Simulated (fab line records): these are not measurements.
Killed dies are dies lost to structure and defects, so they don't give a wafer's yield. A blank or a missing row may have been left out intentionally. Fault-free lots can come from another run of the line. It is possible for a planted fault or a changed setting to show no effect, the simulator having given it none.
The same fault as seen by 2 desks / flow sky130 / numbers are kept per desk, each desk with only its own; the story behind them comes last

AT THE METROLOGY DESK
What the gauges read, lot by lot, whatever tool the lot ran on: means of the sampled wafers that have a number. Any lot whose mean is over 4 standard deviations away from the usual mean is out of limits and marked OUT; that distance is given in the brackets.
Columns: A = FIELD_ISO_OXIDATION_01_THK at SKY_FIELD_ISO_THK_MEAS_23, usual 10.02 nm; B = FIELD_ISO_CVD_24_THK at SKY_FIELD_ISO_THK_MEAS_25, usual 598 nm; C = cdNm at SKY_VT_ADJUST_NCORE_CD_MEAS_07, usual 380 nm
lot=L104; first seen here=day 2 08:59; A=10.20; B=599; C=378
lot=L105; first seen here=day 2 11:52; A=10.20; B=603; C=382
lot=L106; first seen here=day 2 21:52; A=10.00; B=590; C=380
lot=L107; first seen here=day 2 21:52; A=10.16; B=599; C=382
lot=L108; first seen here=day 3 05:37; A=9.87; B=596; C=376
lot=L109; first seen here=day 3 15:20; A=9.74; B=589; C=377
lot=L111; first seen here=day 3 22:05; A=9.99; B=599; C=379
lot=L110; first seen here=day 3 22:06; A=10.04; B=599; C=382
lot=L113; first seen here=day 4 09:24; A=9.90; B=594; C=378
lot=L116; first seen here=day 5 02:20; A=10.20; B=593; C=377
lot=L120; first seen here=day 6 01:51; A=9.42; B=598; C=375
lot=L122; first seen here=day 6 10:04; A=10.01; B=594; C=379
lot=L125; first seen here=day 7 01:49; A=10.51; B=598; C=380
lot=L127; first seen here=day 7 10:14; A=10.18; B=596; C=380
Finding of this desk: none of the 14 lots has anything out of limits.

TOOL OWNER'S DESK, lithoTrack-01
The tool's own readings at SKY_NWELL_COAT_05 (resist thk 3000 nm): means of the sampled wafers that have a number, for each lot that ran on this tool. Any lot whose mean is over 4 standard deviations away from the usual mean is out of limits and marked OUT; that distance is given in the brackets.
Columns: A = resistLineTempC at SKY_NWELL_COAT_05, usual 23.01 C
lot=L106; first seen here=day 4 17:14; A=23.05
lot=L107; first seen here=day 4 18:53; A=23.05
lot=L110; first seen here=day 6 04:23; A=23.11
lot=L111; first seen here=day 6 04:59; A=22.99
lot=L113; first seen here=day 6 23:47; A=22.86
lot=L120; first seen here=day 8 10:29; A=23.07
Finding of this desk: none of the 6 lots has anything out of limits.

BROUGHT TOGETHER
From the metrology desk's view, nothing was out of limits.
Nothing out of limits was seen by the tool owner's desk.

WHAT THE SIMULATOR HAD PUT IN
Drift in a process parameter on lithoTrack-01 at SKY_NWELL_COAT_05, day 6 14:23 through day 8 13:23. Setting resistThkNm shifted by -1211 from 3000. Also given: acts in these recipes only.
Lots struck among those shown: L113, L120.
